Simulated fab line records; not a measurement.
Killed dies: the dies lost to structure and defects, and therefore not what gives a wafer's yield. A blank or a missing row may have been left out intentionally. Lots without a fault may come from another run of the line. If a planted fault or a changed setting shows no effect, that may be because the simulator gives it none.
fab line records	flow sky130
[record] lots = 5	wafers = 15	last_day = 49
route steps=708 shown VIA3@588 METAL4@598 CAP2M@603 PAD_OPEN@708
lots that met no fault: from a run of the same line without faults
start_h: the number of hours between the record's first day and the start of the first shown wafer of the lot	wait_h: time in hours since the lot's previous step	" as in the row above	L1.1+2: a row that stands for several wafers	- no value, or no start was given	* or withheld: withheld	< > ~ a bound
route shown NAME@n: NAME is a module with steps in the file, n the number in the route of the first one	usual: mean and standard deviation over wafers with no fault	same: alike in all rows	chamber/n: place in a boat	sites: readings site by site	_std_site: standard deviation across them	_edge_site: mean of outer sites minus mean of inner sites	radius_mm: how far each site lies from the wafer's centre	mask NAME#n: copy n	behind: the last tool/chamber to shape the wafer	hold: what put the lot on hold/how long, in hours/how the hold closed	device: names the non-switching transistor (n, p or np)	end of line: tests run on the same wafers once the route is complete	for a step that has no rows: nothing shown but its recipe	killed: count of dies lost to structure and defects at first sort (not the wafer's yield)	map: a wafer's dies, marking killed ones x, the rest . and places with no die _
set.NAME: the run value of the setting; set.NAME@STEP: its run value at that earlier step	model.NAME: the simulator's own value behind a step, which no gauge read
lots at selected steps of the route; one table per step, one row per wafer
services: a tool's chamber out of use, with start hour (start_h, from the record's first day; less than 0 if before it), hours out, and reason
[[steps]]
[step SKY_VIA3_ETCH_15]
[recipe] target = SiO2	chemistry = C4F8/O2/Ar	target_depth_nm = 507	stop_on = TiN	mask_material = KrF-thick	source_w = 1500	bias_w = 1200	pressure_mtorr = 40	c4f8_flow_sccm = withheld	O2_flow_sccm = 6	Ar_flow_sccm = 300	time_s = 78
[usual] oes_product_au = 0.945/0.0044
lot.wafer	tool	chamber	start_h	wait_h	oes_product_au	rf_hours_counter_h
L398.4	rie_diel-04	1	942.27	0.0	0.944	16
L398.5	"	0	"	"	0.946	-
L398.6	"	1	"	"	0.945	-
L403.3	rie_diel-01	1	973.51	0.0	0.947	3
L403.4	"	3	"	"	0.938	17
L403.5	"	2	"	"	0.941	-
L402.1	rie_diel-04	1	979.61	0.0	0.949	18
L402.3	"	2	"	"	0.939	22
L402.4	"	0	"	"	0.950	0
L407.1	rie_diel-03	2	1006.14	0.0	0.951	11
L407.3	"	0	"	"	0.943	4
L407.6	"	3	"	"	0.947	-
L418.3	rie_diel-04	3	1062.36	0.0	0.946	10
L418.4	"	1	"	"	0.944	21
L418.6	"	0	"	"	0.947	-
[step SKY_VIA3_STRIP_16]
[recipe] chemistry = O2/N2	power_w = 1400	pressure_mtorr = 1500	platen_temp_c = withheld	o2_flow_sccm = 3000	n2_flow_sccm = 300	overash_fraction = 0.5
[step SKY_VIA3_STRIP_17]
[recipe] chemistry = post_etch_residue_remover	time_s = 1200	temp_c = 72.5
[step SKY_VIA3_CLEAN_18]
[recipe] chemistry = IPA	time_s = 180	temp_c = 25
[step SKY_VIA3_CLEAN_19]
[recipe] chemistry = O3/DIW	dry = n2_spin
[step SKY_VIA3_SPUTTER_20]
[recipe] material = TiN	target_thk_nm = 20	chamber_pressure_pa = 5	power_w = 4000	time_s = 80
[step SKY_VIA3_CVD_21]
[recipe] material = W	target_thk_nm = 390	time_s = 117.31	temp_c = 400	pressure_torr = 40
[usual] heater_power_outer_w = 480/15	heater_power_w = 807/24	susceptor_temp_C = 400.03/0.23
lot.wafer	tool	chamber	start_h	wait_h	heater_power_outer_w	heater_power_w	susceptor_temp_C
L398.4	cvd_w-02	1	943.15	0.1	468	796	400.18
L398.5	"	1	"	"	457	808	400.05
L398.6	"	0	"	"	500	795	399.97
L403.3	cvd_w-02	0	974.26	0.1	492	809	400.28
L403.4	"	1	"	"	467	798	399.62
L403.5	"	1	"	"	463	825	400.09
L402.1	cvd_w-02	1	980.32	0.0	460	808	399.96
L402.3	"	1	"	"	467	818	400.21
L402.4	"	0	"	"	490	798	400.41
L407.1	cvd_w-02	0	1006.88	0.0	492	796	399.93
L407.3	"	1	"	"	470	817	399.71
L407.6	"	0	"	"	498	826	400.10
L418.3	cvd_w-02	1	1063.61	0.1	475	807	400.23
L418.4	"	0	"	"	497	806	399.95
L418.6	"	0	"	"	493	816	399.95
[step SKY_VIA3_RS_MEAS_22]
[recipe] thk_meas_gauge = four-point-probe	reads = W_of_VIA3_CVD_21+TiN_of_VIA3_SPUTTER_20
[usual] VIA3_W_RS = 0.2944/0.0025
lot.wafer	tool	chamber	start_h	wait_h	VIA3_W_RS[ohm/sq]
L398.4	film_metro-03	-	943.30	0.1	0.2917
L398.5	"	-	"	"	0.2899
L398.6	"	-	"	"	0.2965
L403.3	film_metro-03	-	974.39	0.1	0.2973
L403.4	"	-	"	"	0.2934
L403.5	"	-	"	"	0.2935
L402.1	film_metro-02	-	980.45	0.1	0.2956
L402.3	"	-	"	"	0.2936
L402.4	"	-	"	"	0.2958
L407.1	film_metro-03	-	1007.00	0.1	0.2937
L407.3	"	-	"	"	0.2937
L407.6	"	-	"	"	0.2912
L418.3	film_metro-01	-	1063.73	0.1	0.2896
L418.4	"	-	"	"	0.2964
L418.6	"	-	"	"	0.2921
[step SKY_VIA3_THK_MEAS_23]
[recipe] thk_meas_gauge = xrf	reads = W_of_VIA3_CVD_21
[usual] VIA3_W_THK = 388/4.9
lot.wafer	tool	chamber	start_h	wait_h	VIA3_W_THK[nm]
L398.4	film_metro-03	-	943.39	0.1	397
L398.5	"	-	"	"	402
L398.6	"	-	"	"	391
L403.3	film_metro-03	-	974.49	0.1	384
L403.4	"	-	"	"	389
L403.5	"	-	"	"	390
L402.1	film_metro-02	-	980.57	0.1	376
L402.3	"	-	"	"	383
L402.4	"	-	"	"	378
L407.1	film_metro-03	-	1007.12	0.1	392
L407.3	"	-	"	"	393
L407.6	"	-	"	"	395
L418.3	film_metro-01	-	1063.83	0.1	396
L418.4	"	-	"	"	385
L418.6	"	-	"	"	390
[step SKY_VIA3_CMP_24]
[recipe] stop_on = SiO2	t_overpolish_s = 20	down_force_psi = 3.5	platen_rpm = 60	target_thk_nm = 0	pad_velocity_m_s = 0.94248
[step SKY_METAL4_SPUTTER_00]
[recipe] material = Ti	target_thk_nm = 15	power_w = 3000	time_s = 10	chamber_pressure_pa = 0.4
[step SKY_METAL4_SPUTTER_01]
[recipe] material = TiN	target_thk_nm = 20	power_w = 6500	time_s = 16.7	chamber_pressure_pa = 0.4
[step SKY_METAL4_SPUTTER_02]
[recipe] material = AlCu	target_thk_nm = 735	power_w = 10600	time_s = 39.1	chamber_pressure_pa = 0.4
[usual] throttle_valve_pct = 29.5/1.1
lot.wafer	tool	chamber	start_h	wait_h	throttle_valve_pct	model.AlCu_of_METAL4_SPUTTER_02.thk_nm
L398.4	pvd_sputter-04	-	943.76	0.0	30.6	729.9
L398.5	"	-	"	"	29.3	728.4
L398.6	"	-	"	"	30.2	725.9
L403.3	pvd_sputter-04	-	974.95	0.0	29.3	737.1
L403.4	"	-	"	"	27.5	731.3
L403.5	"	-	"	"	29.0	736.6
L402.1	pvd_sputter-04	-	980.97	0.0	30.5	726.1
L402.3	"	-	"	"	29.5	727.5
L402.4	"	-	"	"	29.1	728
L407.1	pvd_sputter-04	-	1007.53	0.0	27.7	1267
L407.3	"	-	"	"	29.0	736.6
L407.6	"	-	"	"	27.5	729.3
L418.3	pvd_sputter-03	-	1064.22	0.0	30.0	735.8
L418.4	"	-	"	"	29.8	734.2
L418.6	"	-	"	"	30.4	736.1
[step SKY_METAL4_SPUTTER_03]
[recipe] material = Ti	target_thk_nm = 5	power_w = 3000	time_s = 3.3	chamber_pressure_pa = 0.4
[usual] throttle_valve_pct = 29.5/1.1
lot.wafer	tool	chamber	start_h	wait_h	throttle_valve_pct
L398.4	pvd_sputter-04	-	943.80	0.0	30.2
L398.5	"	-	"	"	29.7
L398.6	"	-	"	"	30.4
L403.3	pvd_sputter-04	-	974.99	0.0	28.9
L403.4	"	-	"	"	27.4
L403.5	"	-	"	"	29.2
L402.1	pvd_sputter-04	-	981.01	0.0	30.3
L402.3	"	-	"	"	29.5
L402.4	"	-	"	"	29.2
L407.1	pvd_sputter-04	-	1007.57	0.0	27.6
L407.3	"	-	"	"	29.0
L407.6	"	-	"	"	27.5
L418.3	pvd_sputter-03	-	1064.26	0.0	29.9
L418.4	"	-	"	"	29.8
L418.6	"	-	"	"	30.3
[step SKY_METAL4_SPUTTER_04]
[recipe] material = TiN	target_thk_nm = 70	power_w = 6500	time_s = 58.3	chamber_pressure_pa = 0.4
[usual] throttle_valve_pct = 29.5/1.1
lot.wafer	tool	chamber	start_h	wait_h	throttle_valve_pct
L398.4	pvd_sputter-04	-	943.82	0.0	30.5
L398.5	"	-	"	"	29.6
L398.6	"	-	"	"	30.3
L403.3	pvd_sputter-04	-	975.01	0.0	28.8
L403.4	"	-	"	"	27.6
L403.5	"	-	"	"	29.1
L402.1	pvd_sputter-04	-	981.03	0.0	30.3
L402.3	"	-	"	"	29.8
L402.4	"	-	"	"	28.9
L407.1	pvd_sputter-04	-	1007.59	0.0	27.3
L407.3	"	-	"	"	29.0
L407.6	"	-	"	"	27.5
L418.3	pvd_sputter-03	-	1064.27	0.0	30.1
L418.4	"	-	"	"	29.6
L418.6	"	-	"	"	30.3
[step SKY_CAP2M_CVD_00]
[recipe] material = SiO2	target_thk_nm = 15.5	temp_c = 400	time_s = withheld	rf_w = 450
[step SKY_CAP2M_THK_MEAS_01]
[recipe] reads = SiO2_of_CAP2M_CVD_00
[usual] CAP2M_CVD_00_THK = 15.52/0.25
lot.wafer	tool	chamber	start_h	wait_h	CAP2M_CVD_00_THK[nm]
L398.4	film_metro-04	-	943.92	-	15.55
L398.5	"	-	"	"	15.70
L398.6	"	-	"	"	15.41
L403.3	film_metro-04	-	975.10	-	15.73
L403.4	"	-	"	"	15.98
L403.5	"	-	"	"	15.59
L402.1	film_metro-01	-	981.10	-	15.67
L402.3	"	-	"	"	15.39
L402.4	"	-	"	"	15.88
L407.1	film_metro-04	-	1007.66	-	15.67
L407.3	"	-	"	"	15.54
L407.6	"	-	"	"	15.88
L418.3	film_metro-04	-	1064.38	-	15.67
L418.4	"	-	"	"	15.82
L418.6	"	-	"	"	15.73
[step SKY_CAP2M_SPUTTER_02]
[recipe] material = TiN	target_thk_nm = 200	temp_c = 300	power_w = 6500	time_s = 166.7	chamber_pressure_pa = 0.4
[usual] susceptor_temp_C = 299.94/0.19	throttle_valve_pct = 29.4/1.1
lot.wafer	tool	chamber	start_h	wait_h	susceptor_temp_C	throttle_valve_pct
L398.4	pvd_sputter-02	-	943.95	0.0	300.16	29.1
L398.5	"	-	"	"	300.09	29.1
L398.6	"	-	"	"	300.00	29.2
L403.3	pvd_sputter-03	-	975.14	0.0	299.97	30.6
L403.4	"	-	"	"	300.03	31.3
L403.5	"	-	"	"	299.81	30.0
L402.1	pvd_sputter-02	-	981.16	0.1	299.86	29.3
L402.3	"	-	"	"	300.07	29.7
L402.4	"	-	"	"	300.17	29.0
L407.1	pvd_sputter-02	-	1007.72	0.1	300.26	29.5
L407.3	"	-	"	"	299.98	27.3
L407.6	"	-	"	"	299.67	29.1
L418.3	pvd_sputter-04	-	1064.42	0.0	300.17	30.0
L418.4	"	-	"	"	299.72	27.6
L418.6	"	-	"	"	299.85	29.6
[step SKY_CAP2M_RS_MEAS_03]
[recipe] thk_meas_gauge = four-point-probe	reads = TiN_of_CAP2M_SPUTTER_02
[usual] CAP2M_TIN_RS = 6.94/0.096
lot.wafer	tool	chamber	start_h	wait_h	CAP2M_TIN_RS[ohm/sq]
L398.4	film_metro-02	-	944.12	0.1	6.93
L398.5	"	-	"	"	6.90
L398.6	"	-	"	"	6.87
L403.3	film_metro-01	-	975.29	0.1	6.86
L403.4	"	-	"	"	6.94
L403.5	"	-	"	"	6.81
L402.1	film_metro-02	-	981.27	0.1	7.02
L402.3	"	-	"	"	7.06
L402.4	"	-	"	"	7.05
L407.1	film_metro-04	-	1007.83	0.1	7.05
L407.3	"	-	"	"	7.10
L407.6	"	-	"	"	7.08
L418.3	film_metro-02	-	1064.56	0.1	6.86
L418.4	"	-	"	"	6.99
L418.6	"	-	"	"	6.85
[step SKY_CAP2M_THK_MEAS_04]
[recipe] thk_meas_gauge = xrf	reads = TiN_of_CAP2M_SPUTTER_02
[usual] CAP2M_TIN_THK = 200.1/2.7
lot.wafer	tool	chamber	start_h	wait_h	CAP2M_TIN_THK[nm]
L398.4	film_metro-02	-	944.21	0.1	201.2
L398.5	"	-	"	"	201.3
L398.6	"	-	"	"	201.4
L403.3	film_metro-01	-	975.39	0.1	202.0
L403.4	"	-	"	"	199.8
L403.5	"	-	"	"	203.1
L402.1	film_metro-02	-	981.39	0.1	198.5
L402.3	"	-	"	"	197.3
L402.4	"	-	"	"	198.3
L407.1	film_metro-04	-	1007.95	0.1	197.4
L407.3	"	-	"	"	195.6
L407.6	"	-	"	"	197.6
L418.3	film_metro-02	-	1064.66	0.1	203.0
L418.4	"	-	"	"	199.0
L418.6	"	-	"	"	204.1
[step SKY_CAP2M_DEHYDRATE_05]
[recipe] temp_c = 200	time_s = 60
[step SKY_CAP2M_HMDS_06]
[recipe] prime_time_s = 60	prime_temp_c = 120
[step SKY_CAP2M_COAT_07]
[recipe] resist = NOVOLAK	spin_rpm = 3000	resist_thk_nm = 1140
[step SKY_CAP2M_SOFTBAKE_08]
[recipe] temp_c = 90	time_s = 60	resist = NOVOLAK
[step SKY_CAP2M_EXPOSE_09]
[recipe] mask_id = CAP2M	na = 0.6	source_shape = conventional	sigma_outer = 0.6	polarization = unpolarized	target_cd_nm = 1000	dose_mj = 159
[step SKY_CAP2M_PEB_10]
[recipe] temp_c = withheld	time_s = *	resist = NOVOLAK
[step SKY_CAP2M_DEVELOP_11]
[recipe] resist = NOVOLAK	developer = TMAH	develop_time_s = 60	dev_temp_c = 23
[step SKY_CAP2M_OVL_MEAS_12]
[usual] CAP2M_OVL = 0.8/1.5
lot.wafer	tool	chamber	start_h	wait_h	CAP2M_OVL[nm]
L398.4	overlay-02	-	967.76	0.1	2.5
L398.5	"	-	"	"	4.1
L398.6	"	-	"	"	3.5
L403.3	overlay-02	-	998.17	0.1	-1.0
L403.4	"	-	"	"	-1.2
L403.5	"	-	"	"	0.1
L402.1	overlay-01	-	1003.79	0.1	-0.4
L402.3	"	-	"	"	-1.5
L402.4	"	-	"	"	-1.5
L407.1	overlay-02	-	1030.16	0.1	2.9
L407.3	"	-	"	"	3.3
L407.6	"	-	"	"	3.7
L418.3	overlay-01	-	1085.81	0.1	-0.2
L418.4	"	-	"	"	-0.8
L418.6	"	-	"	"	0.7
[step SKY_CAP2M_METAL_ETCH_13]
[recipe] target_depth_nm = 220	stop_on = SiO2	chemistry = Cl2/BCl3	target = TiN	pressure_mtorr = 10	icp_w = 900	bias_w = 48.5	Cl2_flow_sccm = 60	bcl3_flow_sccm = 30	time_s = 62.9
[step SKY_CAP2M_STRIP_14]
[recipe] chemistry = O2/N2	power_w = 1400	pressure_mtorr = 1500	platen_temp_c = withheld	o2_flow_sccm = 3000	n2_flow_sccm = 300	overash_fraction = 0.5
[step SKY_CAP2M_STRIP_15]
[recipe] chemistry = post_etch_residue_remover	time_s = 1200	temp_c = 72.5
[step SKY_CAP2M_CLEAN_16]
[recipe] chemistry = IPA	time_s = 180	temp_c = 25
[step SKY_CAP2M_CLEAN_17]
[recipe] chemistry = O3/DIW	dry = n2_spin
[step SKY_METAL4_DEHYDRATE_05]
[recipe] temp_c = 200	time_s = 60
[step SKY_METAL4_HMDS_06]
[recipe] prime_time_s = 60	prime_temp_c = 120
[step SKY_METAL4_COAT_07]
[recipe] resist = BARC	temp_c = withheld	time_s = withheld	spin_rpm = 3000	resist_thk_nm = 60
[step SKY_METAL4_COAT_08]
[recipe] resist = KrF-thick	spin_rpm = 3000	resist_thk_nm = 1140
[step SKY_METAL4_SOFTBAKE_09]
[recipe] temp_c = 100	time_s = 90	resist = KrF-thick
[step SKY_METAL4_EXPOSE_10]
[recipe] mask_id = MM4	na = 0.68	source_shape = annular	sigma_inner = 0.4	sigma_outer = 0.8	target_cd_nm = 300	dose_mj = 28
[step SKY_METAL4_PEB_11]
[recipe] peb_temp_c = withheld	peb_time_s = withheld	resist = KrF-thick
[step SKY_METAL4_DEVELOP_12]
[recipe] develop_time_s = 60	resist = KrF-thick	dev_temp_c = 21
[step SKY_METAL4_CD_MEAS_13]
[recipe] target_cd_nm = 300
[usual] cd_nm = 299.9/1.2
lot.wafer	tool	chamber	start_h	wait_h	cd_nm
L398.4	cd_sem-01	-	992.22	-	301.3
L398.5	"	-	"	"	301.5
L398.6	"	-	"	"	300.2
L403.3	cd_sem-01	-	1021.45	-	300.8
L403.4	"	-	"	"	299.3
L403.5	"	-	"	"	299.9
L402.1	cd_sem-02	-	1027.26	-	299.6
L402.3	"	-	"	"	301.0
L402.4	"	-	"	"	299.2
L407.1	cd_sem-02	-	1052.82	-	300.9
L407.3	"	-	"	"	300.5
L407.6	"	-	"	"	301.4
L418.3	cd_sem-01	-	1107.86	-	300.0
L418.4	"	-	"	"	298.3
L418.6	"	-	"	"	298.9
[step SKY_METAL4_METAL_ETCH_18]
[recipe] target_depth_a = 8450	stop_on = SiO2	over_etch_frac = 0.3	time_s = 183.1	chemistry = Cl2/BCl3	resist_sidewall_deg = 88	pressure_mtorr = 10	icp_w = 900	bias_w = 48.5	Cl2_flow_sccm = 60	bcl3_flow_sccm = 30
[usual] drypump_motor_current_A = 5.9/0.5	oes_product_au = 0.864/0.0049	throttle_valve_pct = 22.265/0.0097
lot.wafer	tool	chamber	start_h	wait_h	drypump_motor_current_A	oes_product_au	rf_hours_counter_h	throttle_valve_pct
L398.4	rie_metal-03	0	992.54	0.1	6.4	0.863	-	22.249
L398.5	"	1	"	"	5.1	0.860	-	22.264
L398.6	"	0	"	"	6.4	0.865	-	22.251
L403.3	rie_metal-03	1	1021.78	0.1	5.1	0.865	-	22.265
L403.4	"	0	"	"	6.5	0.864	-	22.259
L403.5	"	1	"	"	5.1	0.864	-	22.280
L402.1	rie_metal-04	0	1027.57	0.0	6.6	0.861	19	22.278
L402.3	"	0	"	"	6.6	0.866	-	22.269
L402.4	"	1	"	"	5.4	0.864	-	22.276
L407.1	rie_metal-01	1	1053.13	0.0	6.2	1.006	18	22.266
L407.3	"	1	"	"	6.1	0.867	-	22.266
L407.6	"	0	"	"	6.0	0.858	-	22.273
L418.3	rie_metal-01	1	1108.19	0.1	6.2	0.860	-	22.259
L418.4	"	0	"	"	5.9	0.864	-	22.268
L418.6	"	0	"	"	5.9	0.872	-	22.260
[step SKY_PAD_OPEN_PROBE_99]
[usual] defect_limited_yield = 82.3/1.9	killed_at_M0_to_M3 = 44/6.5	killed_at_M4_up = 3.3/1.9	killed_at_contacts = 24/5.3	killed_at_front_end = 15/4.5	killed_at_other = 0.3/0.58	killed_dies = 87/9.3	killed_on_rim = 17/4.2	killed_open = 48/6.6	killed_short = 39/6.1	sort_bin_3_pad_short = 0.9/0.46	sort_bin_5_function = 10.5/1.6	sort_bin_6_memory = 6.3/1.1	sort_n_pass = 405/9.3	sort_yield_pct = 82.3/1.9
[same] gross_dies = 492	killed_at_back_side = 0	sort_bin_4_leakage[%] = 0	sort_bin_8_speed[%] = 0
lot.wafer	tool	chamber	start_h	wait_h	hold	defect_limited_yield[%]	killed_at_M0_to_M3	killed_at_M4_up	killed_at_contacts	killed_at_front_end	killed_at_other	killed_dies	killed_on_rim	killed_open	killed_short	sort_bin_3_pad_short[%]	sort_bin_5_function[%]	sort_bin_6_memory[%]	sort_n_pass	sort_yield_pct[%]
L398.4	prober-02	-	1086.12	0.2	-	78.5	49	3	34	20	0	106	22	60	46	0.8	11.0	9.8	386	78.5
L398.5	prober-02	-	1086.17	0.2	-	82.9	35	3	31	14	1	84	17	40	44	0.6	10.0	6.5	408	82.9
L398.6	prober-02	-	1086.22	0.2	-	80.9	49	3	24	18	0	94	14	52	42	1.2	11.2	6.7	398	80.9
L403.3	prober-02	-	1114.58	0.2	-	83.1	43	4	26	10	0	83	20	40	43	1.6	9.8	5.5	409	83.1
L403.4	prober-02	-	1114.63	0.2	-	82.9	49	0	17	16	2	84	15	41	43	0.6	10.2	6.3	408	82.9
L403.5	prober-02	-	1114.68	0.2	-	82.1	52	1	16	17	2	88	13	49	39	0.8	10.2	6.9	404	82.1
L402.1	prober-02	-	1118.09	0.1	-	85.2	35	4	21	13	0	73	13	41	32	0.4	7.5	6.9	419	85.2
L402.3	prober-02	-	1118.19	0.2	-	82.7	49	2	16	18	0	85	17	51	34	1.0	10.4	5.9	407	82.7
L402.4	prober-02	-	1118.24	0.2	-	81.3	45	3	28	16	0	92	19	50	42	0.8	12.6	5.3	400	81.3
L407.1	prober-01	-	1140.68	0.1	await_dispo/10.6h/release	0	49	403	26	14	0	492	96	47	46	0.6	91.7	7.7	0	0
L407.3	prober-01	-	1140.78	0.2	await_dispo/10.6h/release	83.5	42	3	25	11	0	81	13	39	42	2.0	10.2	4.3	411	83.5
L407.6	prober-01	-	1140.93	0.2	await_dispo/10.6h/release	81.7	46	2	30	12	0	90	19	56	34	0.4	11.8	6.1	402	81.7
L418.3	prober-01	-	1187.40	0.2	-	78.9	51	2	38	12	1	104	19	61	43	1.0	11.6	8.5	388	78.9
L418.4	prober-01	-	1187.45	0.2	-	83.7	35	4	27	13	1	80	16	40	40	1.0	8.3	6.9	412	83.7
L418.6	prober-01	-	1187.55	0.2	-	85.4	30	4	26	12	0	72	8	34	38	1.0	7.9	5.7	420	85.4
// killed by level:class
L398.4 LI_CONTACT:geometric_particle:open=14 VIA2:geometric_particle:open=8 VIA3:geometric_particle:open=7 CONTACT:geometric_particle:short=7 VIA1:geometric_particle:open=7 POLY_GATE:geometric_particle:short=6 METAL2:geometric_particle:open=5 CONTACT:geometric_particle:open=5
L398.5 CONTACT:geometric_particle:open=11 VIA1:geometric_particle:open=9 LOCAL_INTERCONNECT:geometric_particle:short=7 METAL2:geometric_particle:short=7 VIA2:geometric_particle:open=7 CONTACT:geometric_particle:short=5 POLY_GATE:geometric_particle:short=4 FIELD_ISO:geometric_particle:open=3
L398.6 CONTACT:geometric_particle:open=10 VIA1:geometric_particle:short=8 VIA1:geometric_particle:open=8 VIA2:geometric_particle:open=7 METAL2:geometric_particle:short=6 FIELD_ISO:geometric_particle:open=5 LOCAL_INTERCONNECT:geometric_particle:short=5 FIELD_ISO:geometric_particle:short=5
L403.3 CONTACT:geometric_particle:open=10 VIA1:geometric_particle:open=7 VIA2:geometric_particle:open=7 METAL1:geometric_particle:short=6 VIA1:geometric_particle:short=6 LI_CONTACT:geometric_particle:short=4 LI_CONTACT:geometric_particle:open=4 LOCAL_INTERCONNECT:geometric_particle:short=4
L403.4 VIA1:geometric_particle:open=11 VIA1:geometric_particle:short=10 METAL1:geometric_particle:short=7 VIA2:geometric_particle:open=7 FIELD_ISO:geometric_particle:short=6 LOCAL_INTERCONNECT:geometric_particle:short=6 CONTACT:geometric_particle:open=6 POLY_GATE:geometric_particle:open=4
L403.5 VIA1:geometric_particle:open=14 VIA2:geometric_particle:open=10 VIA1:geometric_particle:short=6 VIA3:geometric_particle:short=6 LI_CONTACT:geometric_particle:open=5 VIA3:geometric_particle:open=5 FIELD_ISO:geometric_particle:short=4 POLY_GATE:geometric_particle:short=3
L402.1 VIA1:geometric_particle:open=13 VIA2:geometric_particle:open=6 FIELD_ISO:geometric_particle:open=5 LI_CONTACT:geometric_particle:open=5 LOCAL_INTERCONNECT:geometric_particle:short=5 CONTACT:geometric_particle:short=5 METAL1:geometric_particle:short=5 CONTACT:geometric_particle:open=4
L402.3 VIA1:geometric_particle:open=15 FIELD_ISO:geometric_particle:short=9 VIA2:geometric_particle:open=9 CONTACT:geometric_particle:open=7 FIELD_ISO:geometric_particle:open=5 VIA3:geometric_particle:open=5 LI_CONTACT:geometric_particle:open=4 LOCAL_INTERCONNECT:geometric_particle:short=4
L402.4 CONTACT:geometric_particle:open=9 VIA1:geometric_particle:open=9 FIELD_ISO:geometric_particle:short=8 LI_CONTACT:geometric_particle:open=8 METAL2:geometric_particle:short=7 LOCAL_INTERCONNECT:geometric_particle:short=7 VIA3:geometric_particle:open=7 METAL1:geometric_particle:short=4
L407.1 METAL4:area_etch=399 LI_CONTACT:geometric_particle:open=10 FIELD_ISO:geometric_particle:open=9 VIA1:geometric_particle:open=9 METAL1:geometric_particle:short=6 VIA2:geometric_particle:short=6 CONTACT:geometric_particle:short=5 VIA1:geometric_particle:short=5
L407.3 VIA1:geometric_particle:short=9 VIA1:geometric_particle:open=7 VIA2:geometric_particle:open=7 CONTACT:geometric_particle:open=6 LI_CONTACT:geometric_particle:open=5 LI_CONTACT:geometric_particle:short=5 CONTACT:geometric_particle:short=5 FIELD_ISO:geometric_particle:short=3
L407.6 CONTACT:geometric_particle:open=13 VIA1:geometric_particle:open=11 LI_CONTACT:geometric_particle:open=9 VIA1:geometric_particle:short=7 METAL1:geometric_particle:short=6 VIA2:geometric_particle:open=5 METAL2:geometric_particle:short=4 METAL1:geometric_particle:open=4
L418.3 LI_CONTACT:geometric_particle:open=9 CONTACT:geometric_particle:open=9 VIA1:geometric_particle:open=9 CONTACT:geometric_particle:short=8 VIA3:geometric_particle:open=8 VIA2:geometric_particle:open=7 METAL1:geometric_particle:short=7 METAL2:geometric_particle:short=7
L418.4 VIA1:geometric_particle:open=11 LOCAL_INTERCONNECT:geometric_particle:short=9 METAL2:geometric_particle:short=6 LI_CONTACT:geometric_particle:open=6 CONTACT:geometric_particle:open=6 CONTACT:geometric_particle:short=5 FIELD_ISO:geometric_particle:short=4 METAL1:geometric_particle:short=3
L418.6 LI_CONTACT:geometric_particle:open=9 VIA3:geometric_particle:open=7 CONTACT:geometric_particle:open=7 LOCAL_INTERCONNECT:geometric_particle:short=6 METAL1:geometric_particle:short=6 METAL4:geometric_particle:short=4 VIA1:geometric_particle:open=4 METAL2:geometric_particle:short=4
// map L407.1 (x killed, . not)
__________xxxxxxxxxx_________
________xxxxxxxxxxxxxx_______
______xxxxxxxxxxxxxxxxxx_____
_____xxxxxxxxxxxxxxxxxxxx____
____xxxxxxxxxxxxxxxxxxxxxx___
___xxxxxxxxxxxxxxxxxxxxxxxx__
__xxxxxxxxxxxxxxxxxxxxxxxxxx_
_xxxxxxxxxxxxxxxxxxxxxxxxxxxx
_xxxxxxxxxxxxxxxxxxxxxxxxxxxx
_xxxxxxxxxxxxxxxxxxxxxxxxxxxx
_xxxxxxxxxxxxxxxxxxxxxxxxxxxx
_xxxxxxxxxxxxxxxxxxxxxxxxxxxx
_xxxxxxxxxxxxxxxxxxxxxxxxxxxx
_xxxxxxxxxxxxxxxxxxxxxxxxxxxx
_xxxxxxxxxxxxxxxxxxxxxxxxxxxx
__xxxxxxxxxxxxxxxxxxxxxxxxxx_
___xxxxxxxxxxxxxxxxxxxxxxxx__
____xxxxxxxxxxxxxxxxxxxxxx___
_____xxxxxxxxxxxxxxxxxxxx____
______xxxxxxxxxxxxxxxxxx_____
________xxxxxxxxxxxxxx_______
__________xxxxxxxxxx_________
// map L398.4 (x killed, . not)
__________.........._________
________x.x......x...._______
______....x..xx.....xx.._____
_____...x..xx..x.x......x____
____.x....x..x.x........xx___
___............x..........x__
__......x...xx....x......x.._
_x.x..x..x.x..........x....x.
_..x..x.x..x................x
_.......x......x............x
_.xxx....x....x..xx....xx....
_....xx............x.x.......
_..x....x.x..x..xxx.........x
_......x......xx......xx.xx..
_x..x..x.....x......x........
__.....x.x....xxx.......xx.x_
___x..x.x.xx..x...x........__
____......x..x............___
_____...x.xx.x.......x...____
______..x.x..........x.._____
________..x..x...x...x_______
__________x........x_________
[[services]]
tool	chamber	start_h	hours	kind
pvd_sputter-03	-	918.34	54.1	repair
rie_diel-04	1	922.40	5.0	repair
cvd_w-02	-	926.46	14.6	pm
rie_metal-01	-	944.58	14.6	pm
pvd_sputter-04	-	945.60	2.3	repair
rie_diel-04	0	945.94	1.3	repair
rie_diel-03	2	946.78	6.7	repair
rie_diel-04	0	960.34	-	clean
rie_diel-04	0	960.34	17.5	scheduled_down
rie_diel-04	0	960.34	17.5	vent_cycle
rie_metal-03	-	974.54	2.8	pm
rie_diel-01	2	977.68	33.4	repair
rie_diel-04	-	986.23	0.2	repair
cvd_w-02	-	986.88	0.9	repair
rie_diel-01	1	992.39	5.0	repair
rie_diel-04	3	1006.74	11.1	repair
pvd_sputter-04	-	1015.79	2.3	repair
rie_diel-03	1	1028.00	19.8	repair
rie_metal-03	-	1059.09	14.6	pm
pvd_sputter-02	-	1072.54	1.6	repair
rie_metal-03	-	1088.16	6.5	repair
rie_metal-01	-	1101.08	2.8	pm
rie_diel-01	0	1104.65	4.0	repair
rie_diel-01	2	1106.35	9.8	repair
[[key]]
[first_sign] step = SKY_METAL4_METAL_ETCH_18	reading = oes_product_au	direction = up	sigmas = 29	usual = 0.864	struck = 1.006
[effect] step = SKY_PAD_OPEN_PROBE_99	reading = killed_at_M4_up	direction = up	sigmas = 99+	usual = 3.3	struck = 403
[model_effect] step = SKY_METAL4_SPUTTER_02	value = AlCu_of_METAL4_SPUTTER_02.thk_nm	without = 732.5	struck = 1267
[more_kills_born_at] SKY_METAL4_METAL_ETCH_18@rie_metal-01 = 399
met_at SKY_METAL4_SPUTTER_02
struck_wafers L407.1
later_rows_left_out L407.1
onset_between 980.97 1007.53
[fault] kind = process_parameter_drift	tool = pvd_sputter-04	chamber = -	onset_h = 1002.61	steps = SKY_METAL4_SPUTTER_02	channel = target_thk_nm	offset = 534.61	shape = step	end_h = 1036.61	scope = struck_wafers_only	acts_in = these_recipes_only	stated = 735
// later_rows_left_out: the simulator's readings of these wafers behind a module that went badly wrong aren't trusted and aren't shown, but for the sort
